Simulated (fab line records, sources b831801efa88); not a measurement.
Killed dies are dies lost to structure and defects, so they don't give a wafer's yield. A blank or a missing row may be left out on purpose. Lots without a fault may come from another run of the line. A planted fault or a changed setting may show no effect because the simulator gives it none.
Which tool did it? | flow gf180mcu | 24 lots, 72 wafers sampled, at 5 steps of a route of 602

WHAT THE GAUGES READ, wafer by wafer
GF_HV_LDD_OVL_MEAS_47. Usual: HV_LDD_03_OVL -0.1 nm, standard deviation 1.4.
lot  | measured     | on         | HV_LDD_03_OVL (nm) | flag
L074 | day 12 10:38 | overlay-02 | 0.0 0.6 -0.3       |
L075 | day 12 14:47 | overlay-01 | -1.0 -0.5 -0.3     |
L076 | day 12 19:32 | overlay-01 | -1.5 -0.9 -1.8     |
L077 | day 13 07:05 | overlay-01 | 0.0 -1.8 0.4       |
L078 | day 13 12:27 | overlay-02 | 1.5 -0.5 0.7       |
L079 | day 13 21:48 | overlay-02 | -0.6 -1.6 -1.3     |
L080 | day 14 10:53 | overlay-01 | -1.0 -2.2 -2.5     |
L081 | day 14 15:47 | overlay-01 | -0.9 -0.2 -0.4     |
L082 | day 14 23:00 | overlay-01 | 0.5 1.0 0.3        |
L083 | day 15 10:26 | overlay-02 | -1.4 1.5 0.1       |
L084 | day 15 17:50 | overlay-01 | -0.3 -0.5 -0.7     |
L085 | day 15 18:07 | overlay-01 | 1.2 1.5 -0.1       |
L086 | day 16 09:14 | overlay-02 | -0.5 0.0 -0.8      |
L087 | day 16 14:59 | overlay-02 | 1.3 2.8 2.0        |
L088 | day 17 09:26 | overlay-01 | -1.4 0.6 1.0       |
L089 | day 17 12:39 | overlay-01 | 1.8 1.4 2.3        |
L090 | day 17 14:08 | overlay-01 | 1.4 -0.4 -0.5      |
L091 | day 18 10:59 | overlay-02 | 0.8 1.7 1.2        |
L092 | day 18 20:53 | overlay-01 | 1.8 -2.2 -0.6      |
L093 | day 19 10:14 | overlay-01 | -1.1 0.5 -2.4      |
L094 | day 19 11:02 | overlay-01 | -0.7 -0.1 -1.7     |
L095 | day 19 16:53 | overlay-02 | -0.5 0.9 -0.5      |
L096 | day 20 05:50 | overlay-02 | -0.4 -0.4 -0.2     |
L097 | day 20 09:29 | overlay-01 | -2.1 -0.1 -1.6     |

GF_V4_THK_MEAS_01. Usual: V4_CVD_00_THK 600 nm, standard deviation 6.8.
lot  | measured     | on            | V4_CVD_00_THK (nm) | flag
L074 | day 23 09:32 | film_metro-01 | 602 605 611        |
L075 | day 23 17:21 | film_metro-04 | 597 595 599        |
L076 | day 23 23:32 | film_metro-01 | 593 600 592        |
L077 | day 24 13:22 | film_metro-03 | 600 602 607        |
L078 | day 24 17:50 | film_metro-01 | 587 593 594        |
L079 | day 25 06:54 | film_metro-03 | 583 595 585        |
L080 | day 25 17:53 | film_metro-03 | 596 597 603        |
L081 | day 26 00:58 | film_metro-04 | 601 589 594        |
L082 | day 26 04:13 | film_metro-03 | 588 592 596        |
L083 | day 26 16:20 | film_metro-01 | 594 598 600        |
L084 | day 26 21:28 | film_metro-01 | 601 610 592        |
L085 | day 26 22:52 | film_metro-01 | 617 606 604        |
L086 | day 27 12:41 | film_metro-01 | 608 602 612        |
L087 | day 27 19:01 | film_metro-03 | 599 595 592        |
L088 | day 28 10:57 | film_metro-04 | 596 596 602        |
L089 | day 28 12:12 | film_metro-03 | 593 601 601        |
L090 | day 28 13:36 | film_metro-04 | 602 590 600        |
L091 | day 29 06:50 | film_metro-01 | 603 605 595        |
L092 | day 29 13:27 | film_metro-04 | 599 608 601        |
L093 | day 30 01:24 | film_metro-04 | 609 603 603        |
L094 | day 30 02:29 | film_metro-01 | 600 605 597        |
L095 | day 30 06:17 | film_metro-03 | 610 607 617        |
L096 | day 30 15:45 | film_metro-04 | 596 610 598        |
L097 | day 30 18:14 | film_metro-03 | 600 611 604        |

GF_TOP_METAL_OVL_MEAS_15. Usual: TOP_METAL_OVL 0.7 nm, standard deviation 1.4.
lot  | measured     | on         | TOP_METAL_OVL (nm) | flag
L074 | day 28 01:05 | overlay-02 | 0.7 1.2 0.3        |
L075 | day 28 07:56 | overlay-02 | 4.4 3.7 1.8        |
L076 | day 28 14:26 | overlay-01 | -2.3 0.5 0.2       |
L077 | day 29 00:32 | overlay-02 | 0.7 3.0 2.1        |
L078 | day 29 05:23 | overlay-01 | -1.3 1.3 0.7       |
L079 | day 29 16:56 | overlay-01 | 0.2 1.9 0.3        |
L080 | day 30 02:26 | overlay-01 | -1.0 0.3 1.2       |
L081 | day 30 09:26 | overlay-02 | 0.9 1.6 -0.1       |
L082 | day 30 11:47 | overlay-02 | 3.2 1.4 1.3        |
L083 | day 30 22:05 | overlay-02 | -1.0 -0.5 -0.2     |
L084 | day 31 02:59 | overlay-02 | -1.2 -3.0 -1.6     |
L085 | day 31 03:42 | overlay-02 | 1.5 -0.2 0.8       |
L086 | day 31 14:59 | overlay-02 | -1.7 -0.4 -0.6     |
L087 | day 31 21:38 | overlay-02 | 1.4 0.2 1.0        |
L088 | day 32 10:53 | overlay-02 | 0.8 2.2 1.5        |
L089 | day 32 12:32 | overlay-02 | 0.9 3.2 3.5        |
L090 | day 32 12:50 | overlay-02 | 1.3 0.2 -0.6       |
L091 | day 33 04:26 | overlay-01 | 3.3 1.4 1.7        |
L092 | day 33 10:47 | overlay-02 | 0.3 0.5 0.4        |
L093 | day 33 18:32 | overlay-01 | -0.4 0.9 1.3       |
L094 | day 33 20:59 | overlay-01 | 1.3 1.1 -1.2       |
L095 | day 33 22:47 | overlay-02 | 0.7 0.6 2.2        |
L096 | day 34 08:35 | overlay-02 | 0.9 2.1 1.5        |
L097 | day 34 09:47 | overlay-01 | 3.3 0.9 1.4        |

WHICH TOOL RAN EACH LOT (tool, then ch and the chambers of the sampled wafers, then the start)
lot  | GF_POLY_GATE_ETCH_12               | GF_M4_SPUTTER_01
L074 | rie_diel-03 ch 1,2, day 9 04:28    | pvd_sputter-03, day 22 10:07
L075 | rie_diel-01 ch 0,1,2, day 9 10:11  | pvd_sputter-04, day 22 17:07
L076 | rie_diel-03 ch 2,3, day 9 16:52    | pvd_sputter-02, day 22 23:52
L077 | rie_diel-04 ch 1,2,3, day 10 01:28 | pvd_sputter-02, day 23 14:31
L078 | rie_diel-03 ch 0,1,3, day 10 06:19 | pvd_sputter-04, day 23 18:31
L079 | rie_diel-04 ch 2,3, day 10 13:59   | pvd_sputter-03, day 24 07:58
L080 | rie_diel-01 ch 0,3, day 11 00:59   | pvd_sputter-02, day 24 19:01
L081 | rie_diel-01 ch 0,3, day 11 04:31   | pvd_sputter-03, day 25 02:13
L082 | rie_diel-03 ch 1,2,3, day 11 12:50 | pvd_sputter-04, day 25 06:55
L083 | rie_diel-04 ch 0,1,3, day 11 22:17 | pvd_sputter-04, day 25 18:29
L084 | rie_diel-03 ch 1,2, day 12 05:16   | pvd_sputter-02, day 25 23:26
L085 | rie_diel-04 ch 0,2,3, day 12 05:23 | pvd_sputter-02, day 26 01:20
L086 | rie_diel-01 ch 0,1, day 12 16:20   | pvd_sputter-02, day 26 15:37
L087 | rie_diel-03 ch 0,3, day 12 22:13   | pvd_sputter-03, day 26 22:21
L088 | rie_diel-03 ch 1,3, day 13 12:43   | pvd_sputter-04, day 27 14:29
L089 | rie_diel-04 ch 0,1,3, day 13 15:41 | pvd_sputter-03, day 27 16:17
L090 | rie_diel-04 ch 0,1,2, day 13 18:32 | pvd_sputter-04, day 27 16:31
L091 | rie_diel-03 ch 0,2,3, day 14 14:01 | pvd_sputter-03, day 28 11:17
L092 | rie_diel-04 ch 0,1,2, day 14 23:19 | pvd_sputter-04, day 28 17:16
L093 | rie_diel-01 ch 2,3, day 15 10:49   | pvd_sputter-03, day 29 05:35
L094 | rie_diel-03 ch 1,2,3, day 15 12:11 | pvd_sputter-03, day 29 06:53
L095 | rie_diel-04 ch 1,2,3, day 15 18:10 | pvd_sputter-02, day 29 11:12
L096 | rie_diel-03 ch 0,3, day 16 05:13   | pvd_sputter-03, day 29 20:58
L097 | rie_diel-03 ch 0,3, day 16 08:02   | pvd_sputter-04, day 29 22:49
- GF_POLY_GATE_ETCH_12: etches BARC in N2/H2.
- GF_M4_SPUTTER_01: material TiN, target thk 30 nm, time 25 s.

WHAT THE TOOLS THEMSELVES READ (means of the sampled wafers that have a number; where no wafer has one, the mark that the record gives instead)
GF_POLY_GATE_ETCH_12. Usual: drypump_motor_current_A 6.1 A, standard deviation 0.36; oes_product_au 0.734 a.u., standard deviation 0.0044; throttle_valve_pct 13.215 %, standard deviation 0.01.
lot  | tool        | drypump_motor_current_A (A) | oes_product_au (a.u.) | throttle_valve_pct (%) | flag
L074 | rie_diel-03 | 6.4                         | 0.733                 | 13.211                 |
L075 | rie_diel-01 | 5.8                         | 0.735                 | 13.215                 |
L076 | rie_diel-03 | 6.4                         | 0.731                 | 13.220                 |
L077 | rie_diel-04 | 5.7                         | 0.732                 | 13.216                 |
L078 | rie_diel-03 | 6.1                         | 0.735                 | 13.219                 |
L079 | rie_diel-04 | 5.8                         | 0.736                 | 13.210                 |
L080 | rie_diel-01 | 6.1                         | 0.731                 | 13.209                 |
L081 | rie_diel-01 | 6.1                         | 0.733                 | 13.233                 |
L082 | rie_diel-03 | 6.2                         | 0.732                 | 13.216                 |
L083 | rie_diel-04 | 6.0                         | 0.733                 | 13.218                 |
L084 | rie_diel-03 | 6.1                         | 0.737                 | 13.220                 |
L085 | rie_diel-04 | 6.1                         | 0.734                 | 13.221                 |
L086 | rie_diel-01 | 5.8                         | 0.735                 | 13.216                 |
L087 | rie_diel-03 | 6.2                         | 0.734                 | 13.212                 |
L088 | rie_diel-03 | 6.0                         | 0.734                 | 13.209                 |
L089 | rie_diel-04 | 6.0                         | 0.738                 | 13.220                 |
L090 | rie_diel-04 | 5.9                         | 0.733                 | 13.211                 |
L091 | rie_diel-03 | 6.3                         | 0.736                 | 13.213                 |
L092 | rie_diel-04 | 5.9                         | 0.736                 | 13.233                 |
L093 | rie_diel-01 | 6.1                         | 0.734                 | 13.208                 |
L094 | rie_diel-03 | 6.2                         | 0.733                 | 13.228                 |
L095 | rie_diel-04 | 5.7                         | 0.733                 | 13.210                 |
L096 | rie_diel-03 | 6.2                         | 0.735                 | 13.216                 |
L097 | rie_diel-03 | 6.2                         | 0.737                 | 13.218                 |

GF_M4_SPUTTER_01. Usual: cathode_dc_power_W 6500.1 W, standard deviation 1.2; throttle_valve_pct 30.0 %, standard deviation 1.2.
lot  | tool           | cathode_dc_power_W (W) | throttle_valve_pct (%) | flag
L074 | pvd_sputter-03 | 6500.3                 | 29.1                   |
L075 | pvd_sputter-04 | 6498.4                 | 30.2                   |
L076 | pvd_sputter-02 | 6500.2                 | 30.4                   |
L077 | pvd_sputter-02 | 6500.9                 | 30.1                   |
L078 | pvd_sputter-04 | 6500.2                 | 29.9                   |
L079 | pvd_sputter-03 | 6500.6                 | 30.1                   |
L080 | pvd_sputter-02 | 6501.0                 | 30.5                   |
L081 | pvd_sputter-03 | 6500.1                 | 30.1                   |
L082 | pvd_sputter-04 | 6498.8                 | 29.8                   |
L083 | pvd_sputter-04 | 6500.8                 | 29.9                   |
L084 | pvd_sputter-02 | 6500.5                 | 30.6                   |
L085 | pvd_sputter-02 | 6501.1                 | 30.6                   |
L086 | pvd_sputter-02 | 6500.4                 | 30.5                   |
L087 | pvd_sputter-03 | 6499.7                 | 30.2                   |
L088 | pvd_sputter-04 | 6498.7                 | 30.0                   |
L089 | pvd_sputter-03 | 6500.1                 | 30.2                   |
L090 | pvd_sputter-04 | 6500.6                 | 29.8                   |
L091 | pvd_sputter-03 | 6500.2                 | 29.7                   |
L092 | pvd_sputter-04 | 6500.8                 | 30.3                   |
L093 | pvd_sputter-03 | 6499.3                 | 31.3                   |
L094 | pvd_sputter-03 | 6500.9                 | 29.9                   |
L095 | pvd_sputter-02 | 6499.3                 | 30.7                   |
L096 | pvd_sputter-03 | 6501.1                 | 30.0                   |
L097 | pvd_sputter-04 | 6499.5                 | 30.5                   |

THE ANSWER, worked out from the rows above alone
Rule: a lot is off if the mean of its wafers that have a number lies more than 3 standard deviations from the usual mean. A lot without any number at a reading at which 4 lots or more have one is off too. The other lots that the step has rows for count as sound. The gauges are gone through in route order, then the tools' own readings, and for those a lot's mean is taken as printed above. The first step at which some lot is off is used, and at that step the reading that is off furthest; a lot without a number counts as furthest.
No lot is off at any reading shown: from this, nothing can be told.

WHAT THE SIMULATOR HAD PUT IN
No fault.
